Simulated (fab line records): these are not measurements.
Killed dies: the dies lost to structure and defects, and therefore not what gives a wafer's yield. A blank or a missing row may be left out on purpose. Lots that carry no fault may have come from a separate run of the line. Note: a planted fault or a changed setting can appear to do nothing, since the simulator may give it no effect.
Matching of chambers :: flow sky130 :: SKY_VIA4_HDPCVD_00 on hdpcvd-02 has 3 sister chambers
The step deposits SiO2, target thk 1750 nm, time 291.7 s. 3 wafers are shown with their chamber, then 7 later ones without.

WAFERS WITH THEIR CHAMBER
wafer: L959.5
chamber: 1
susceptor temp C (C): 400.35

wafer: L968.1
chamber: 0
susceptor temp C (C): 400.16

wafer: L968.2
chamber: 2
susceptor temp C (C): 400.27

WAFERS MISSING THEIR CHAMBER
wafer: L968.3
susceptor temp C (C): 399.85

wafer: L966.2
susceptor temp C (C): 399.94

wafer: L966.3
susceptor temp C (C): 399.78

wafer: L966.6
susceptor temp C (C): 399.50

wafer: L971.2
susceptor temp C (C): 400.35

wafer: L971.4
susceptor temp C (C): 399.75

wafer: L971.6
susceptor temp C (C): 400.13

CHAMBER TAKEN BY EACH
wafer: L968.3
from the rows above: can't be placed: 0 or 2 or 1
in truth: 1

wafer: L966.2
from the rows above: can't be placed: 0 or 2 or 1
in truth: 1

wafer: L966.3
from the rows above: can't be placed: 0 or 2 or 1
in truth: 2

wafer: L966.6
from the rows above: can't be placed: 0 or 2 or 1
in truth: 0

wafer: L971.2
from the rows above: can't be placed: 1 or 2 or 0
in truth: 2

wafer: L971.4
from the rows above: can't be placed: 0 or 2 or 1
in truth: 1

wafer: L971.6
from the rows above: can't be placed: 0 or 2 or 1
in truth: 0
Correctly placed: 0 of 7. Can't be placed from these rows: 7 (the true chamber is among the candidates in 7). Placed wrongly: 0.
How it was worked out, from the rows above alone: a wafer's distance from a chamber is the root of the sum, over the readings, of the square of ((its reading less the chamber's mean) divided by the reading's scatter). The wafer belongs to the nearest chamber; if the next one is less than 2 further off, it can't be placed. A chamber's mean is the mean of its shown wafers. The scatter (one wafer shown for each chamber): square how far every hidden wafer sits from the nearest shown wafer, average those squares and take the square root.
